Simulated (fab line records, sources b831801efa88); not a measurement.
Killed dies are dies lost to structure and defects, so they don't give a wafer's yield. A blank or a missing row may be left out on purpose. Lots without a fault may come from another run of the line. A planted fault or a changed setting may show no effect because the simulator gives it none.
Chamber matching | flow gf180mcu | GF_PASSIVATION_ETCH_11 on rie_diel-04: 4 sister chambers
The step etches the open film in CF4/O2, stops on TiN, target depth 2040 nm, time 453.3 s. 4 wafers are shown with their chamber, then 9 later ones without.

WAFERS WITH THEIR CHAMBER
wafer  | chamber | drypump_motor_current_A (A)
L087.2 | 1       | 5.2
L087.3 | 0       | 5.6
L088.4 | 2       | 5.7
L088.5 | 3       | 5.8

WAFERS WITHOUT THEIR CHAMBER
wafer  | drypump_motor_current_A (A)
L094.3 | 5.8
L094.4 | 5.7
L094.5 | 5.2
L096.2 | 5.2
L096.3 | 5.8
L096.6 | 5.5
L097.1 | 5.8
L097.5 | 5.2
L097.6 | 5.7

WHICH CHAMBER EACH WENT THROUGH
wafer  | from the rows above | in truth
L094.3 | 3                   | 3
L094.4 | 2                   | 2
L094.5 | 1                   | 1
L096.2 | 1                   | 1
L096.3 | 3                   | 3
L096.6 | 0                   | 0
L097.1 | 3                   | 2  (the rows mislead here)
L097.5 | 1                   | 1
L097.6 | 2                   | 2
Placed correctly: 8 of 9. Can't be placed from these rows: 0. Placed wrongly: 1.
How it was worked out, from the rows above alone: a wafer's distance from a chamber is the root of the sum, over the readings, of the square of ((its reading less the chamber's mean) divided by the reading's scatter). The wafer belongs to the nearest chamber; if the next one is less than 2 further off, it can't be placed. A chamber's mean is the mean of its shown wafers. The scatter: with one shown wafer a chamber, the root of the mean of the squares of how far each hidden wafer lies from its nearest shown one.
